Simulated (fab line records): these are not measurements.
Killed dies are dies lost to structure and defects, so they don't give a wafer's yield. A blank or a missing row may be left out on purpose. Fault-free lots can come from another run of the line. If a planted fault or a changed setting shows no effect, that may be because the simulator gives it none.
Tool commonality check -- flow gf180mcu -- Lots sampled 9, wafers sampled 27

## REASON IT WAS OPENED
At GF_STI_THK_MEAS_02 the reading STI_OXIDATION_THK is flagged on 2 of 9 lots. Wafers without a fault read 10.54 nm, standard deviation 0.24.
Rule: a lot gets a flag if all its wafers with a number sit over 4 standard deviations from that mean, or if no wafer of it has a number. As for the other lots, they are considered sound.

lot,measured,on,"STI_OXIDATION_THK (nm), wafer by wafer",flag
L306,day 1 11:32,film-metro-02,10.38 10.61 10.55,
L307,day 1 16:41,film-metro-02,10.65 10.57 10.67,
L308,day 1 22:05,film-metro-04,10.48 10.19 10.25,
L309,day 2 02:31,film-metro-04,10.58 10.56 10.37,
L310,day 2 08:26,film-metro-04,10.94 10.67 10.79,
L312,day 2 17:40,film-metro-04,10.78 10.57 10.79,
L319,day 4 04:31,film-metro-02,8.94 9.01 9.10,FLAGGED
L320,day 4 09:53,film-metro-02,8.96 9.03 9.01,FLAGGED
L321,day 4 14:32,film-metro-02,10.32 10.50 10.41,
Average over the flagged lots: 9.01 nm; offset from the usual -1.53 nm, equal to -6 standard deviations.

## WHICH TOOL RAN EACH LOT
The record keeps 1 process step preceding the reading, out of 602 steps on the route. Read each cell as the tool, then ch plus the chambers that the sampled wafers visited, then the start.
lot,flag,GF_STI_OXIDATION_01
L306,,"furnace-01 ch 0, day 1 10:08"
L307,,"furnace-01 ch 0, day 1 15:17"
L308,,"furnace-01 ch 0, day 1 20:41"
L309,,"furnace-01 ch 0, day 2 01:07"
L310,,"furnace-02 ch 0, day 2 07:03"
L312,,"furnace-02 ch 0, day 2 16:16"
L319,FLAGGED,"furnace-01 ch 0, day 4 03:07"
L320,FLAGGED,"furnace-01 ch 0, day 4 08:29"
L321,,"furnace-02 ch 0, day 4 13:07"
What is done by these steps:
- GF_STI_OXIDATION_01: stabilise 600 s, purge 300 s, target thk 10 nm.
- GF_STI_THK_MEAS_02

## FLAGGED OVER TOTAL, TOOL BY TOOL (the gauges that took the reading come last)
step,tool,lots run,flagged,share of the flagged lots,sound lots run after its first flagged lot
GF_STI_OXIDATION_01,furnace-01,6,2,all,0
GF_STI_OXIDATION_01,furnace-02,3,0,none,-
GF_STI_THK_MEAS_02,film-metro-02,5,2,all,1 (L321)
GF_STI_THK_MEAS_02,film-metro-04,4,0,none,-

## WHAT THE TABLE PERMITS
In 2 table rows, all flagged lots were run: furnace-01 (GF_STI_OXIDATION_01), film-metro-02 (GF_STI_THK_MEAS_02).
- furnace-01 at GF_STI_OXIDATION_01: 2 of its 6 lots flagged. Its last sound lot is L309 (day 2 01:07), its first flagged lot L319 (day 4 03:07): a fault that began between those two fits.
- film-metro-02 at GF_STI_THK_MEAS_02: 2 of its 5 lots flagged. Sound lots ran on it after the first flagged one (L321), which a lasting fault on the whole tool wouldn't allow.
What remains is a single tool, furnace-01 at GF_STI_OXIDATION_01.

## WHAT THE SIMULATOR HAD INSERTED
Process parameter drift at GF_STI_OXIDATION_01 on furnace-01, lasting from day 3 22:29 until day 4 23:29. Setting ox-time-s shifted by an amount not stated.
Lots struck among those shown: L319, L320. The rule given above showed the same thing.
